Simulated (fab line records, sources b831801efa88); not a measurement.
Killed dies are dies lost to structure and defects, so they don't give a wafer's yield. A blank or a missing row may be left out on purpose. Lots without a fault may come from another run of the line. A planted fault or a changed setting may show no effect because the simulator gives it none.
Which tool did it? | flow gf180mcu | 14 lots, 41 wafers sampled, at 5 steps of a route of 602

WHAT THE GAUGES READ, wafer by wafer
GF_M1_CD_MEAS_14: target cd 230 nm.
lot  | measured     | on        | cd_nm (nm)
L734 | day 17 01:29 | cd_sem-01 | 229.2 227.7 229.6
L735 | day 17 09:09 | cd_sem-01 | 229.0 229.6 229.3
L736 | day 18 06:36 | cd_sem-01 | 230.4 229.4 230.9
L738 | day 18 14:08 | cd_sem-02 | 230.3 231.5 232.3
L739 | day 19 02:04 | cd_sem-01 | 230.8 231.1 231.6
L740 | day 19 10:44 | cd_sem-01 | 228.8 228.3 228.5
L741 | day 19 21:30 | cd_sem-01 | 230.7 232.2 231.3
L742 | day 20 04:25 | cd_sem-02 | 231.7 231.4 230.3
L744 | day 20 23:05 | cd_sem-01 | 228.3 227.8 228.8
L745 | day 21 04:18 | cd_sem-01 | 228.1 229.4 230.3
L748 | day 22 20:37 | cd_sem-01 | 231.4 231.7 230.7
L752 | day 23 13:46 | cd_sem-01 | 229.8 231.5
L756 | day 24 21:07 | cd_sem-01 | 231.4 232.5 231.4
L757 | day 25 00:04 | cd_sem-01 | 231.2 230.7 229.2

GF_M2_RS_MEAS_05: measures by four-point-probe.
lot  | measured     | on            | M2_ALCU_RS (ohm/sq)
L734 | day 18 03:56 | film_metro-03 | 0.0696 0.0699 0.0697
L735 | day 18 12:35 | film_metro-01 | 0.0691 0.0684 0.0696
L736 | day 19 10:04 | film_metro-01 | 0.0705 0.0687 0.0691
L738 | day 19 17:27 | film_metro-04 | 0.0697 0.0687 0.0683
L739 | day 20 06:30 | film_metro-01 | 0.0688 0.0708 0.0698
L740 | day 20 14:15 | film_metro-03 | 0.0695 0.0682 0.0684
L741 | day 21 01:10 | film_metro-01 | 0.0709 0.0708 0.0701
L742 | day 21 07:21 | film_metro-01 | 0.0689 0.0685 0.0687
L744 | day 22 02:08 | film_metro-04 | 0.0689 0.0689 0.0684
L745 | day 22 06:22 | film_metro-04 | 0.0693 0.0692 0.0689
L748 | day 23 21:59 | film_metro-03 | 0.0706 0.0694 0.0706
L752 | day 24 14:50 | film_metro-01 | 0.0690 0.0693
L756 | day 25 21:46 | film_metro-04 | 0.0698 0.0684 0.0686
L757 | day 26 00:02 | film_metro-03 | 0.0700 0.0698 0.0692

WHICH TOOL RAN EACH LOT (tool, then ch and the chambers of the sampled wafers, then the start)
lot  | GF_CONTACT_CMP_04             | GF_CONTACT_ETCH_17                            | GF_M1_SPUTTER_02
L734 | cmp-02 ch 1,2,3, day 15 02:52 | rie_diel-03 ch 2,3, day 16 02:55 or earlier   | pvd_sputter-01, day 16 02:55
L735 | cmp-02 ch 0,1,3, day 15 10:40 | rie_diel-03 ch 0,3, day 16 10:37 or earlier   | pvd_sputter-01, day 16 10:37
L736 | cmp-02 ch 1,2,3, day 16 05:50 | rie_diel-04 ch 2,3, day 17 06:44 or earlier   | pvd_sputter-02, day 17 06:44
L738 | cmp-02 ch 0,3, day 16 14:17   | rie_diel-02 ch 0,2, day 17 14:45 or earlier   | pvd_sputter-01, day 17 14:45
L739 | cmp-01 ch 2,3, day 17 00:37   | rie_diel-04 ch 1,2,3, day 18 01:52 or earlier | pvd_sputter-01, day 18 01:52
L740 | cmp-02 ch 0,2, day 17 08:47   | rie_diel-04 ch 1,2, day 18 10:21 or earlier   | pvd_sputter-02, day 18 10:21
L741 | cmp-01 ch 0,2, day 17 19:20   | rie_diel-04 ch 2,3, day 18 20:58 or earlier   | pvd_sputter-04, day 18 20:58
L742 | cmp-02 ch 0,1,3, day 18 02:33 | rie_diel-03 ch 0,2,3, day 19 03:22 or earlier | pvd_sputter-01, day 19 03:22
L744 | cmp-01 ch 0,1,2, day 18 20:31 | rie_diel-04 ch 0,1, day 19 22:40 or earlier   | pvd_sputter-04, day 19 22:40
L745 | cmp-02 ch 0,2,3, day 19 02:33 | rie_diel-02 ch 0,1,3, day 20 04:49 or earlier | pvd_sputter-02, day 20 04:49
L748 | cmp-01 ch 0,1,3, day 20 20:16 | rie_diel-03 ch 0,1,2, day 21 21:42 or earlier | pvd_sputter-02, day 21 21:42
L752 | cmp-01 ch 1,3, day 21 14:48   | rie_diel-04 ch 1,3, day 22 15:16 or earlier   | pvd_sputter-01, day 22 15:16
L756 | cmp-02 ch 0,2,3, day 22 22:14 | rie_diel-03 ch 1,2,3, day 23 22:38 or earlier | pvd_sputter-04, day 23 22:38
L757 | cmp-02 ch 0,2, day 23 02:07   | rie_diel-03 ch 2,3, day 24 02:05 or earlier   | pvd_sputter-04, day 24 02:05
- GF_CONTACT_CMP_04: polishes SiO2.
- GF_CONTACT_ETCH_17: etches SiO2 in C4F8/O2/Ar, stops on CoSi2, target depth 860 nm.
- GF_M1_SPUTTER_02: material AlCu, target thk 450 nm, time 23.9 s.

WHAT THE TOOLS THEMSELVES READ (means of the sampled wafers that have a number; where no wafer has one, the mark that the record gives instead)
GF_CONTACT_CMP_04.
lot  | tool   | motor_current_A (A) | retaining_ring_pressure_frac | time_to_endpoint_s (s)
L734 | cmp-02 | 12.7                | 1.002                        | 113
L735 | cmp-02 | 13.2                | 0.998                        | 111
L736 | cmp-02 | 12.6                | 0.998                        | 111
L738 | cmp-02 | 12.7                | 1.000                        | 110
L739 | cmp-01 | 11.7                | 0.999                        | 116
L740 | cmp-02 | 11.5                | 1.000                        | 112
L741 | cmp-01 | 13.4                | 0.998                        | 111
L742 | cmp-02 | 13.0                | 0.998                        | 113
L744 | cmp-01 | 12.3                | 0.998                        | 108
L745 | cmp-02 | 12.3                | 1.005                        | 108
L748 | cmp-01 | 11.8                | 0.997                        | 101
L752 | cmp-01 | 10.4                | 1.004                        | 109
L756 | cmp-02 | 11.9                | 0.997                        | 110
L757 | cmp-02 | 11.4                | 1.000                        | 106

GF_CONTACT_ETCH_17.
lot  | tool        | oes_product_au (a.u.)
L734 | rie_diel-03 | 0.818
L735 | rie_diel-03 | 0.814
L736 | rie_diel-04 | 0.814
L738 | rie_diel-02 | 0.814
L739 | rie_diel-04 | 0.811
L740 | rie_diel-04 | 0.819
L741 | rie_diel-04 | 0.813
L742 | rie_diel-03 | 0.811
L744 | rie_diel-04 | 0.820
L745 | rie_diel-02 | 0.813
L748 | rie_diel-03 | 0.822
L752 | rie_diel-04 | 0.832
L756 | rie_diel-03 | 0.811
L757 | rie_diel-03 | 0.810

GF_M1_SPUTTER_02.
lot  | tool           | throttle_valve_pct (%)
L734 | pvd_sputter-01 | 30.4
L735 | pvd_sputter-01 | 30.3
L736 | pvd_sputter-02 | 30.4
L738 | pvd_sputter-01 | 30.1
L739 | pvd_sputter-01 | 29.6
L740 | pvd_sputter-02 | 29.5
L741 | pvd_sputter-04 | 30.2
L742 | pvd_sputter-01 | 30.6
L744 | pvd_sputter-04 | 30.6
L745 | pvd_sputter-02 | 29.7
L748 | pvd_sputter-02 | 30.1
L752 | pvd_sputter-01 | 30.6
L756 | pvd_sputter-04 | 29.7
L757 | pvd_sputter-04 | 28.9

THE ANSWER, worked out from the rows above alone
Rule: what is usual is taken from the lots themselves. Put in order of their means at a reading, lots are off if they are a third of the lots or fewer, leave a main group of 4 or more, and stand apart from it by a gap of 3 or more times the standard deviation of the main group's means; of several such gaps the widest counts. A main group whose means are all the same, to the digits that the tables above print for the reading, isn't used. A lot without any number at a reading at which 4 lots or more have one is off too. The other lots that the step has rows for count as sound. The gauges are gone through in route order, then the tools' own readings, and for those a lot's mean is taken as printed above. The first step at which some lot is off is used, and at that step the reading that is off furthest; a lot without a number counts as furthest.
No lot is off at any reading shown: from this, nothing can be told.

WHAT THE SIMULATOR HAD PUT IN
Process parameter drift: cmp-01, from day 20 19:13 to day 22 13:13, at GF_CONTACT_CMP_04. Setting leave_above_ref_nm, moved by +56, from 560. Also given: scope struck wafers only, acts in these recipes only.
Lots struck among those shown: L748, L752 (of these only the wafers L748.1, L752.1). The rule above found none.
